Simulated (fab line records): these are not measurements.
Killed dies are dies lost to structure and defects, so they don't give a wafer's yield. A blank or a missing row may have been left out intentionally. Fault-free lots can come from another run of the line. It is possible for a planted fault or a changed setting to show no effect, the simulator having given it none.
Problem report, 8D (eight disciplines) form, completed by code ; flow gf180mcu ; the parts of the form that need people (team, actions taken, sign-off) are left out

1. PROBLEM STATEMENT
Wafers with no fault read 0.4000 Pa with a standard deviation of 0.00074, whereas chamber pressure pa at GF_MIM_SPUTTER_09 reads a mean of 0.3536 Pa on 1 wafer of 1 lot. That puts it -63 standard deviations away from the usual mean.
The step: material TiN, target thk 35 nm, time 29.2 s.
First seen on wafer L683.4, day 29 12:44, on pvd sputter-01. Wafers with a number at this step in the record: 36, from 12 lots. By rule, "out" or "out of limits" means more than 4 standard deviations away from the usual mean. Any other wafer with a number is counted as sound.

2. WHAT THIS IS AND IS NOT
question;is;is not
which readings at this step;chamber pressure pa;throttle valve pct
which lots;L683;L668, L669, L670, L672, L673, L676, L677, L679, L680, L687, L690
which wafers of those lots;L683.4;L683.2, L683.5
read on which tools;pvd sputter-01;pvd sputter-03, pvd sputter-04
when;from day 29 12:44;"up to then (29 sound wafers); but 6 sound wafers of L687, L690 came after"

3. THE SUSPECTS, EACH WITH WHAT RULES IT OUT
Counting: any tool at a process step up to the reading remains a suspect provided it ran every lot that is out. Sound lots after the first of them don't rule it out here, since some wafers of a struck lot are sound.
- rie metal-04 at GF_M4_METAL_ETCH_16 (etches the open film in Cl2/BCl3, stops on SiO2, target depth 750.8 nm, time 125.1 s): kept. It ran the lot that is out, L683 (day 28 15:38); its last sound lot up to then is L677 (day 26 19:56).
- plasma asher-02 at GF_V4_STRIP_18 (strips in O2/N2): kept. It ran the lot that is out, L683 (day 29 11:07); its last sound lot up to then is L677 (day 27 17:08).
- pvd sputter-04 at GF_MIM_SPUTTER_00 (material Ti, target thk 37.5 nm, time 150 s): kept. It ran the lot that is out, L683 (day 29 12:21); its last sound lot up to then is L680 (day 28 20:05).
- pvd sputter-01 at GF_MIM_SPUTTER_09 (material TiN, target thk 35 nm, time 29.2 s): kept. It ran the lot that is out, L683 (day 29 12:44); its last sound lot up to then is L680 (day 28 20:28). Its own readings are out on those wafers: chamber pressure pa.
- Within plasma asher-02 at GF_V4_STRIP_18: the wafers that are out ran in chamber 1; their sound lot-mates ran in chamber 0.
Left after counting: rie metal-04 at GF_M4_METAL_ETCH_16, plasma asher-02 at GF_V4_STRIP_18, pvd sputter-04 at GF_MIM_SPUTTER_00, pvd sputter-01 at GF_MIM_SPUTTER_09.

4. THE CAUSE (what the simulator had put in)
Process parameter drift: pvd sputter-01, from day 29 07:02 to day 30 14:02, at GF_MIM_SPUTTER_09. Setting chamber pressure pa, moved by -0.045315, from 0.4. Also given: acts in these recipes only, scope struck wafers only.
This tool is one of the 4 suspects left after counting.

5. THE EFFECT CHAIN, in route order
One row per reading whose mean, taken over the struck wafers that have a number, lies over 3 standard deviations from the usual. Readings are gone through only where the record gives a usual standard deviation; hours: the median, over the lots, of the time from a lot's start at the first step in this table giving one to that lot's start at this step; sigmas: the change measured in usual standard deviations.
hours;step;reading;usual;on struck wafers;change;sigmas
0;GF_MIM_SPUTTER_09;chamber pressure pa;0.4000 Pa;0.3536;-0.0464;-63
The process steps in it:
- GF_MIM_SPUTTER_09: material TiN, target thk 35 nm, time 29.2 s.

6. WHAT WOULD HAVE CAUGHT IT SOONER
6 hours passed between the start of the fault at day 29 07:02 and the first reading out of limits in this record, taken at day 29 12:44.
